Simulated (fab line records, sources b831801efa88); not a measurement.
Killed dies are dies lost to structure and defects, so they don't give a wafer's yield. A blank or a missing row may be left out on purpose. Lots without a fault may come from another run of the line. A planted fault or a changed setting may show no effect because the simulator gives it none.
fab line records | flow sky130 | part 1 of 2: steps 1 to 30 of 45
record lots=5 wafers=15 last_day=49
route steps=708 shown RES_PROTECT@211 POLY_GATE@213 LDD_N@237 LDD_P@255
lots that met no fault: from a run of the same line without faults
start_h: hours from the record's first day to the start of the lot's first wafer shown | wait_h: hours since the lot's step before | " the same as in the row above | L1.1+2: a row that stands for several wafers | - no value, or no start given | * or withheld: withheld | < > ~ a bound
route shown NAME@n: a module of which the file shows steps, and the number in the route of the first | usual: mean/standard deviation of fault-free wafers | same: alike in all rows | chamber/n: place in a boat | sites: the reading at each site | _std_site: their standard deviation | _edge_site: outer sites' mean less inner sites' | radius_mm: how far each site lies from the wafer's centre | mask NAME#n: copy n | behind: the tool/chamber that last shaped the wafer | hold: why the lot was held/for how many hours/how that ended | device: the transistor (n, p or np) that didn't switch | end of line: the same wafers' tests at the end of the route | a step without rows: its recipe alone | killed: dies lost to structure and defects at the first sort, not the wafer's yield | map: a wafer's dies, x killed, . not, _ none there
set.NAME: the setting as run; set.NAME@STEP: as run at that earlier step | model.NAME: the simulator's own value behind a step, which no gauge read
lots at some steps of the route; a table a step, a row a wafer
services: from which hour (start_h, from the record's first day; less than 0 if before it) a tool's chamber was out of use, for how many hours, and why
## steps
# step SKY_RES_PROTECT_PEB_05
# recipe temp_c=withheld time_s=* resist=NOVOLAK
# columns lot.wafer tool chamber start_h wait_h
L075.1+5+6 litho_track-02 0 - -
L076.1+2+3 litho_track-01 0 - -
L080.2+4+6 litho_track-01 0 - -
L084.2+5+6 litho_track-02 0 - -
L094.1+2+4 litho_track-04 0 - -
# step SKY_RES_PROTECT_DEVELOP_06
# recipe resist=NOVOLAK developer=TMAH develop_time_s=60 dev_temp_c=23
# columns lot.wafer tool chamber start_h wait_h
L075.1+5+6 litho_track-02 0 349.53 0.1
L076.1+2+3 litho_track-01 0 355.49 0.1
L080.2+4+6 litho_track-01 0 397.37 0.1
L084.2+5+6 litho_track-02 0 428.21 0.1
L094.1+2+4 litho_track-04 0 509.06 0.1
# step SKY_POLY_GATE_IMPLANT_02
# recipe species=P energy_kev=30 dose_cm2=7.7e+15 tilt_deg=0
# columns lot.wafer tool chamber start_h wait_h
L075.1+5+6 implanter-04 0 349.68 0.1
L076.1+2+3 implanter-04 0 355.64 0.1
L080.2+4+6 implanter-03 0 397.52 0.1
L084.2+5+6 implanter-03 0 428.36 0.1
L094.1+2+4 implanter-03 0 509.21 0.1
# step SKY_RES_PROTECT_STRIP_07
# recipe chemistry=O2/N2 power_w=1400 pressure_mtorr=1500 platen_temp_c=withheld o2_flow_sccm=3000 n2_flow_sccm=300 overash_fraction=0.5
# usual drypump_motor_current_A=6.1/0.72 oes_product_au=0.517/0.0047 strip_time_to_endpoint_s=23.32/0.041
# columns lot.wafer tool chamber start_h wait_h drypump_motor_current_A oes_product_au rf_hours_counter_h strip_time_to_endpoint_s
L075.1 plasma_asher-03 0 349.83 0.1 6.5 0.513 65 23.36
L075.5 " 0 " " 6.5 0.526 - 23.41
L075.6 " 1 " " 6.7 0.513 - 23.37
L076.1 plasma_asher-03 0 355.79 0.1 6.4 0.518 66 23.32
L076.2 " 1 " " 6.7 0.515 66 23.36
L076.3 " 1 " " 6.7 0.516 - 23.29
L080.2 plasma_asher-01 0 397.64 0.1 5.9 0.513 70 23.33
L080.4 " 1 " " 6.6 0.517 - 23.33
L080.6 " 0 " " 5.9 0.523 - 23.32
L084.2 plasma_asher-03 0 428.48 0.1 6.5 0.505 73 23.31
L084.5 " 0 " " 6.5 0.518 - 23.35
L084.6 " 1 " " 6.7 0.517 - 23.33
L094.1 plasma_asher-03 0 509.36 0.1 6.5 0.523 82 23.24
L094.2 " 1 " " 6.7 0.522 82 23.32
L094.4 " 0 " " 6.5 0.507 - 23.28
# step SKY_RES_PROTECT_TW_MEAS_08
# usual POLY_GATE_TW=4052/30
# columns lot.wafer tool chamber start_h wait_h POLY_GATE_TW
L075.1 film_metro-01 - 349.93 0.1 4084
L075.5 " - " " 4093
L075.6 " - " " 4090
L076.1 film_metro-02 - 355.89 0.1 4006
L076.2 " - " " 3999
L076.3 " - " " 4008
L080.2 film_metro-02 - 397.75 0.1 4041
L080.4 " - " " 4034
L080.6 " - " " 4026
L084.2 film_metro-04 - 428.59 0.1 4048
L084.5 " - " " 4031
L084.6 " - " " 4044
L094.1 film_metro-02 - 509.46 0.1 4030
L094.2 " - " " 4049
L094.4 " - " " 4033
# step SKY_RES_PROTECT_CLEAN_09
# recipe chemistry=SC1/SC2 mix=1:4:20 temp_c=70 time_s=150 dry=n2_spin
# usual bath_heat_duty_pct=14.2/1.6
# columns lot.wafer tool chamber start_h wait_h bath_heat_duty_pct
L075.1 wet_bench-02 2 349.99 0.1 11.9
L075.5 " 2 " " 12.1
L075.6 " 2 " " 12.5
L076.1 wet_bench-03 2 355.95 0.1 12.3
L076.2 " 2 " " 11.1
L076.3 " 2 " " 12.3
L080.2 wet_bench-02 0 397.80 0.0 17.1
L080.4 " 0 " " 15.7
L080.6 " 0 " " 16.3
L084.2 wet_bench-03 0 428.64 0.0 15.4
L084.5 " 0 " " 16.1
L084.6 " 0 " " 15.2
L094.1 wet_bench-01 0 509.52 0.1 14.7
L094.2 " 0 " " 14.0
L094.4 " 0 " " 15.2
# step SKY_POLY_GATE_CVD_03
# recipe material=Si3N4 precursor=DCS/NH3 target_thk_nm=75 temp_c=770 time_s=1290 pressure_mtorr=250
# columns lot.wafer tool chamber start_h wait_h
L075.1+5+6 lpcvd-02 0 350.05 0.0
L076.1+2+3 lpcvd-02 0 356.00 0.0
L080.2+4+6 lpcvd-02 0 397.86 0.0
L084.2+5+6 lpcvd-02 1 430.19 1.5
L094.1+2+4 lpcvd-02 0 510.14 0.6
# step SKY_POLY_GATE_THK_MEAS_04
# recipe reads=Si3N4_of_POLY_GATE_CVD_03
# usual POLY_GATE_CVD_03_THK=75.1/0.73
# columns lot.wafer tool chamber start_h wait_h POLY_GATE_CVD_03_THK[nm]
L075.1 film_metro-01 - 351.40 0.0 75.0
L075.5 " - " " 75.7
L075.6 " - " " 74.6
L076.1 film_metro-03 - 357.36 0.0 75.4
L076.2 " - " " 75.5
L076.3 " - " " 75.7
L080.2 film_metro-04 - 399.22 0.0 75.9
L080.4 " - " " 75.3
L080.6 " - " " 75.4
L084.2 film_metro-01 - 431.56 0.0 75.6
L084.5 " - " " 75.7
L084.6 " - " " 75.2
L094.1 film_metro-04 - 511.50 0.0 74.6
L094.2 " - " " 74.4
L094.4 " - " " 74.6
# step SKY_POLY_GATE_DEHYDRATE_05
# recipe temp_c=200 time_s=60
# columns lot.wafer tool chamber start_h wait_h
L075.1+5+6 litho_track-01 0 364.19 12.8
L076.1+2+3 litho_track-01 0 370.29 12.9
L080.2+4+6 litho_track-03 0 413.70 14.5
L084.2+5+6 litho_track-01 0 446.27 14.7
L094.1+2+4 litho_track-03 0 526.67 15.2
# step SKY_POLY_GATE_HMDS_06
# recipe prime_time_s=60 prime_temp_c=120
# columns lot.wafer tool chamber start_h wait_h
L075.1+5+6 litho_track-01 0 364.34 0.1
L076.1+2+3 litho_track-01 0 370.44 0.1
L080.2+4+6 litho_track-03 0 413.85 0.1
L084.2+5+6 litho_track-01 0 446.42 0.1
L094.1+2+4 litho_track-03 0 526.82 0.1
# step SKY_POLY_GATE_COAT_07
# recipe resist=BARC temp_c=withheld time_s=withheld spin_rpm=3000 resist_thk_nm=110
# columns lot.wafer tool chamber start_h wait_h
L075.1+5+6 litho_track-01 0 364.49 0.1
L076.1+2+3 litho_track-01 0 370.59 0.1
L080.2+4+6 litho_track-03 0 414.00 0.1
L084.2+5+6 litho_track-01 0 446.57 0.1
L094.1+2+4 litho_track-03 0 526.97 0.1
# step SKY_POLY_GATE_COAT_08
# recipe resist=KrF-thick spin_rpm=3000 resist_thk_nm=450
# columns lot.wafer tool chamber start_h wait_h
L075.1+5+6 litho_track-01 0 - -
L076.1+2+3 litho_track-01 0 - -
L080.2+4+6 litho_track-03 0 - -
L084.2+5+6 litho_track-01 0 - -
L094.1+2+4 litho_track-03 0 - -
# step SKY_POLY_GATE_SOFTBAKE_09
# recipe temp_c=100 time_s=90 resist=KrF-thick
# columns lot.wafer tool chamber start_h wait_h
L075.1+5+6 litho_track-01 0 - -
L076.1+2+3 litho_track-01 0 - -
L080.2+4+6 litho_track-03 0 - -
L084.2+5+6 litho_track-01 0 - -
L094.1+2+4 litho_track-03 0 - -
# step SKY_POLY_GATE_EXPOSE_10
# recipe mask_id=P1M na=0.68 source_shape=conventional sigma_outer=0.6 target_cd_nm=150 dose_mj=28
# usual stage_vel_mm_s=499.96/0.26
# columns lot.wafer tool chamber start_h wait_h mask stage_vel_mm_s
L075.1 krf_scanner-02 0 - - P1M#0 500.84
L075.5 " 0 " " P1M#0 500.65
L075.6 " 0 " " P1M#0 500.14
L076.1 krf_scanner-01 0 - - P1M#0 499.75
L076.2 " 0 " " P1M#0 499.96
L076.3 " 0 " " P1M#0 499.78
L080.2 krf_scanner-01 0 - - P1M#0 500.06
L080.4 " 0 " " P1M#0 500.03
L080.6 " 0 " " P1M#0 500.15
L084.2 krf_scanner-01 0 - - P1M#0 499.84
L084.5 " 0 " " P1M#0 499.86
L084.6 " 0 " " P1M#0 500.06
L094.1 krf_scanner-02 0 - - P1M#0 500.39
L094.2 " 0 " " P1M#0 500.10
L094.4 " 0 " " P1M#0 500.03
# step SKY_POLY_GATE_PEB_11
# recipe peb_temp_c=withheld peb_time_s=withheld resist=KrF-thick
# columns lot.wafer tool chamber start_h wait_h
L075.1+5+6 litho_track-04 0 - -
L076.1+2+3 litho_track-03 0 - -
L080.2+4+6 litho_track-04 0 - -
L084.2+5+6 litho_track-01 0 - -
L094.1+2+4 litho_track-03 0 - -
# step SKY_POLY_GATE_DEVELOP_12
# recipe develop_time_s=60 resist=KrF-thick dev_temp_c=21
# columns lot.wafer tool chamber start_h wait_h
L075.1+5+6 litho_track-04 0 - -
L076.1+2+3 litho_track-03 0 - -
L080.2+4+6 litho_track-04 0 - -
L084.2+5+6 litho_track-01 0 - -
L094.1+2+4 litho_track-03 0 - -
# step SKY_POLY_GATE_CD_MEAS_13
# recipe target_cd_nm=150
# usual cd_nm=150.2/1.4
# columns lot.wafer tool chamber start_h wait_h cd_nm
L075.1 cd_sem-02 - 378.86 - 150.8
L075.5 " - " " 151.7
L075.6 " - " " 151.0
L076.1 cd_sem-02 - 384.67 - 150.0
L076.2 " - " " 149.2
L076.3 " - " " 149.5
L080.2 cd_sem-01 - 429.48 - 149.0
L080.4 " - " " 150.1
L080.6 " - " " 149.6
L084.2 cd_sem-02 - 462.11 - 146.5
L084.5 " - " " 149.5
L084.6 " - " " 148.0
L094.1 cd_sem-01 - 542.72 - 152.8
L094.2 " - " " 150.6
L094.4 " - " " 151.3
# step SKY_POLY_GATE_OVL_MEAS_14
# usual POLY_GATE_OVL=1/5.1
# columns lot.wafer tool chamber start_h wait_h POLY_GATE_OVL[nm]
L075.1 overlay-01 - 378.98 0.1 2
L075.5 " - " " 4
L075.6 " - " " 9
L076.1 overlay-02 - 384.79 0.1 1
L076.2 " - " " 4
L076.3 " - " " 1
L080.2 overlay-02 - 429.59 0.1 -6
L080.4 " - " " -4
L080.6 " - " " -9
L084.2 overlay-02 - 462.22 0.1 -5
L084.5 " - " " -4
L084.6 " - " " -12
L094.1 overlay-02 - 542.84 0.1 -5
L094.2 " - " " 1
L094.4 " - " " 1
# step SKY_POLY_GATE_ETCH_15
# recipe chemistry=N2/H2 target=BARC ion_energy_ev=200 source_w=500 bias_w=100 pressure_mtorr=30 n2_flow_sccm=100 h2_flow_sccm=200 stop_on=SiO2 time_s=118.5 target_depth_a=1100
# usual drypump_motor_current_A=5.5/0.41 oes_product_au=0.717/0.0048 throttle_valve_pct=13.213/0.0088
# columns lot.wafer tool chamber start_h wait_h drypump_motor_current_A oes_product_au rf_hours_counter_h throttle_valve_pct
L075.1 rie_diel-01 3 379.02 0.0 5.8 0.712 4 13.220
L075.5 " 2 " " 5.4 0.718 - 13.204
L075.6 " 3 " " 5.8 0.720 - 13.200
L076.1 rie_diel-03 0 384.83 0.0 6.2 0.726 35 13.214
L076.2 " 1 " " 5.6 0.719 56 13.208
L076.3 " 2 " " 6.0 0.709 44 13.208
L080.2 rie_diel-04 2 429.62 0.0 5.2 0.720 11 13.216
L080.4 " 1 " " 4.9 0.720 3 13.225
L080.6 " 2 " " 5.2 0.710 - 13.212
L084.2 rie_diel-03 3 462.25 0.0 5.4 0.714 74 13.211
L084.5 " 3 " " 5.4 0.719 - 13.221
L084.6 " 2 " " 6.0 0.713 - 13.194
L094.1 rie_diel-01 1 542.88 0.0 5.8 0.716 6 13.231
L094.2 " 0 " " 6.2 0.710 52 13.207
L094.4 " 3 " " 5.8 0.721 7 13.203
# step SKY_POLY_GATE_ETCH_16
# recipe stop_on=poly-Si chemistry=CH3F/O2 target=Si3N4 source_w=400 bias_w=80 pressure_mtorr=25 ch3f_flow_sccm=40 O2_flow_sccm=30 time_s=147.5 target_depth_a=750
# usual O2_flow_sccm=29.99/0.093 drypump_motor_current_A=5.5/0.41 oes_product_au=0.641/0.0054 throttle_valve_pct=10.535/0.0097
# columns lot.wafer tool chamber start_h wait_h O2_flow_sccm drypump_motor_current_A oes_product_au rf_hours_counter_h throttle_valve_pct
L075.1 rie_diel-01 3 379.10 0.0 29.80 5.8 0.643 5 10.532
L075.5 " 2 " " 30.04 5.4 0.641 - 10.535
L075.6 " 3 " " 29.86 5.8 0.642 - 10.542
L076.1 rie_diel-03 0 384.91 0.0 29.90 6.2 0.645 35 10.534
L076.2 " 1 " " 29.96 5.6 0.636 56 10.534
L076.3 " 2 " " 29.97 6.0 0.638 44 10.555
L080.2 rie_diel-04 2 429.70 0.0 30.04 5.1 0.645 11 10.538
L080.4 " 1 " " 30.15 4.9 0.633 3 10.514
L080.6 " 2 " " 30.02 5.1 0.643 - 10.542
L084.2 rie_diel-03 3 462.33 0.0 29.91 5.4 0.641 74 10.520
L084.5 " 3 " " 29.97 5.4 0.647 - 10.545
L084.6 " 2 " " 29.78 6.0 0.631 - 10.539
L094.1 rie_diel-01 1 542.96 0.0 29.93 5.7 0.638 6 10.553
L094.2 " 0 " " 30.13 6.2 0.634 52 10.542
L094.4 " 3 " " 29.99 5.8 0.651 7 10.541
# step SKY_POLY_GATE_ETCH_17
# recipe target_depth_nm=180 stop_on=SiO2 over_etch_frac=0.56667 chemistry=HBr/Cl2 target=poly-Si icp_w=400 bias_w=100 pressure_mtorr=10 HBr_flow_sccm=150 Cl2_flow_sccm=50 time_s=70.5
# usual drypump_motor_current_A=5.7/0.49 oes_product_au=0.986/0.0082 throttle_valve_pct=33.684/0.0078
# columns lot.wafer tool chamber start_h wait_h drypump_motor_current_A oes_product_au rf_hours_counter_h throttle_valve_pct
L075.1 rie_si-01 3 379.20 0.0 5.4 0.995 2 33.683
L075.5 " 0 " " 6.3 0.977 - 33.684
L075.6 " 1 " " 6.7 0.977 - 33.692
L076.1 rie_si-01 1 385.01 0.0 6.7 0.986 13 33.668
L076.2 " 3 " " 5.4 0.984 2 33.688
L076.3 " 2 " " 5.1 0.990 42 33.678
L080.2 rie_si-01 0 429.80 0.0 6.3 0.992 24 33.671
L080.4 " 2 " " 5.1 0.993 42 33.673
L080.6 " 1 " " 6.6 0.980 - 33.685
L084.2 rie_si-02 1 462.43 0.0 5.5 0.987 35 33.694
L084.5 " 1 " " 5.6 0.987 - 33.687
L084.6 " 0 " " 5.7 1.004 - 33.683
L094.1 rie_si-02 3 543.06 0.0 5.2 0.971 13 33.662
L094.2 " 0 " " 5.7 0.978 2 33.686
L094.4 " 1 " " 5.5 0.991 35 33.681
# step SKY_POLY_GATE_STRIP_18
# recipe chemistry=O2/N2 power_w=1400 pressure_mtorr=1500 platen_temp_c=withheld o2_flow_sccm=3000 n2_flow_sccm=300 overash_fraction=0.5
# usual drypump_motor_current_A=5.4/0.72 oes_product_au=0.361/0.0046 strip_time_to_endpoint_s=3.18/0.04
# columns lot.wafer tool chamber start_h wait_h drypump_motor_current_A oes_product_au rf_hours_counter_h strip_time_to_endpoint_s
L075.1 plasma_asher-04 0 379.25 0.0 6.3 0.360 26 3.14
L075.5 " 0 " " 6.3 0.361 - 3.15
L075.6 " 1 " " 4.7 0.366 - 3.17
L076.1 plasma_asher-02 0 385.07 0.0 4.8 0.362 59 3.20
L076.2 " 1 " " 5.1 0.369 59 3.19
L076.3 " 0 " " 4.8 0.362 - 3.14
L080.2 plasma_asher-02 1 429.85 0.0 5.0 0.367 63 3.17
L080.4 " 0 " " 4.8 0.362 - 3.18
L080.6 " 1 " " 5.0 0.362 - 3.18
L084.2 plasma_asher-02 0 462.48 0.0 4.8 0.354 66 3.13
L084.5 " 1 " " 5.1 0.353 - 3.15
L084.6 " 0 " " 4.8 0.351 - 3.14
L094.1 plasma_asher-01 1 543.12 0.0 6.7 0.370 12 3.26
L094.2 " 0 " " 5.9 0.366 12 3.21
L094.4 " 0 " " 5.9 0.364 - 3.15
# step SKY_POLY_GATE_CLEAN_19
# recipe chemistry=SC1/SC2 mix=1:4:20 temp_c=70 time_s=150 dry=n2_spin
# usual bath_heat_duty_pct=13.1/2
# columns lot.wafer tool chamber start_h wait_h bath_heat_duty_pct
L075.1 wet_bench-02 0 379.35 0.1 14.9
L075.5 " 0 " " 16.3
L075.6 " 0 " " 15.9
L076.1 wet_bench-04 1 385.17 0.1 9.7
L076.2 " 1 " " 9.9
L076.3 " 1 " " 11.2
L080.2 wet_bench-02 3 429.95 0.1 14.7
L080.4 " 3 " " 14.4
L080.6 " 3 " " 13.4
L084.2 wet_bench-04 0 462.58 0.1 12.7
L084.5 " 0 " " 13.0
L084.6 " 0 " " 13.6
L094.1 wet_bench-02 1 543.22 0.1 15.0
L094.2 " 1 " " 13.6
L094.4 " 1 " " 13.7
# step SKY_POLY_GATE_OXIDATION_20
# recipe temp_c=850 ambient=O2 stabilise_s=600 purge_s=300 target_thk_a=40 ox_time_s=899
# columns lot.wafer tool chamber start_h wait_h
L075.1+5+6 furnace-01 0 379.86 0.5
L076.1+2+3 furnace-02 0 386.14 0.9
L080.2+4+6 furnace-01 0 430.36 0.4
L084.2+5+6 furnace-01 0 462.64 0.0
L094.1+2+4 furnace-02 0 543.27 0.0
# step SKY_POLY_GATE_THK_MEAS_21
# recipe reads=SiO2_of_POLY_GATE_OXIDATION_20
# usual POLY_GATE_OXIDATION_THK=4.03/0.068
# columns lot.wafer tool chamber start_h wait_h POLY_GATE_OXIDATION_THK[nm]
L075.1 film_metro-04 - 381.13 0.0 3.94
L075.5 " - " " 3.98
L075.6 " - " " 4.01
L076.1 film_metro-01 - 387.39 0.0 4.09
L076.2 " - " " 4.05
L076.3 " - " " 3.92
L080.2 film_metro-03 - 431.62 0.0 3.93
L080.4 " - " " 3.96
L080.6 " - " " 3.97
L084.2 film_metro-03 - 463.90 0.0 4.04
L084.5 " - " " 4.11
L084.6 " - " " 4.06
L094.1 film_metro-04 - 544.52 0.0 4.12
L094.2 " - " " 4.03
L094.4 " - " " 4.07
# step SKY_POLY_GATE_CD_MEAS_22
# usual cd_nm=151.6/2.9
# columns lot.wafer tool chamber start_h wait_h cd_nm
L075.1 cd_sem-01 - 381.19 0.1 145.1
L075.5 " - " " 155.5
L075.6 " - " " 148.0
L076.1 cd_sem-01 - 387.45 0.1 156.3
L076.2 " - " " 150.3
L076.3 " - " " 151.2
L080.2 cd_sem-02 - 431.70 0.1 151.6
L080.4 " - " " 148.1
L080.6 " - " " 151.5
L084.2 cd_sem-01 - 463.98 0.1 147.7
L084.5 " - " " 150.6
L084.6 " - " " 151.9
L094.1 cd_sem-01 - 544.58 0.1 152.2
L094.2 " - " " 156.9
L094.4 " - " " 149.3
# step SKY_LDD_N_DEHYDRATE_00
# recipe temp_c=200 time_s=60
# columns lot.wafer tool chamber start_h wait_h
L075.1+5+6 litho_track-03 0 394.97 13.8
L076.1+2+3 litho_track-02 0 400.93 13.4
L080.2+4+6 litho_track-03 0 446.80 15.1
L084.2+5+6 litho_track-01 0 478.47 14.5
L094.1+2+4 litho_track-01 0 559.14 14.5
# step SKY_LDD_N_HMDS_01
# recipe prime_time_s=60 prime_temp_c=120
# columns lot.wafer tool chamber start_h wait_h
L075.1+5+6 litho_track-03 0 395.12 0.1
L076.1+2+3 litho_track-02 0 401.08 0.1
L080.2+4+6 litho_track-03 0 446.95 0.1
L084.2+5+6 litho_track-01 0 478.62 0.1
L094.1+2+4 litho_track-01 0 559.29 0.1
# step SKY_LDD_N_COAT_02
# recipe resist=NOVOLAK spin_rpm=3000 resist_thk_nm=300
# columns lot.wafer tool chamber start_h wait_h
L075.1+5+6 litho_track-03 0 395.27 0.1
L076.1+2+3 litho_track-02 0 401.23 0.1
L080.2+4+6 litho_track-03 0 447.10 0.1
L084.2+5+6 litho_track-01 0 478.77 0.1
L094.1+2+4 litho_track-01 0 559.44 0.1
# step SKY_LDD_N_SOFTBAKE_03
# recipe temp_c=90 time_s=60 resist=NOVOLAK
# columns lot.wafer tool chamber start_h wait_h
L075.1+5+6 litho_track-03 0 395.42 0.1
L076.1+2+3 litho_track-02 0 401.38 0.1
L080.2+4+6 litho_track-03 0 447.25 0.1
L084.2+5+6 litho_track-01 0 478.92 0.1
L094.1+2+4 litho_track-01 0 559.59 0.1
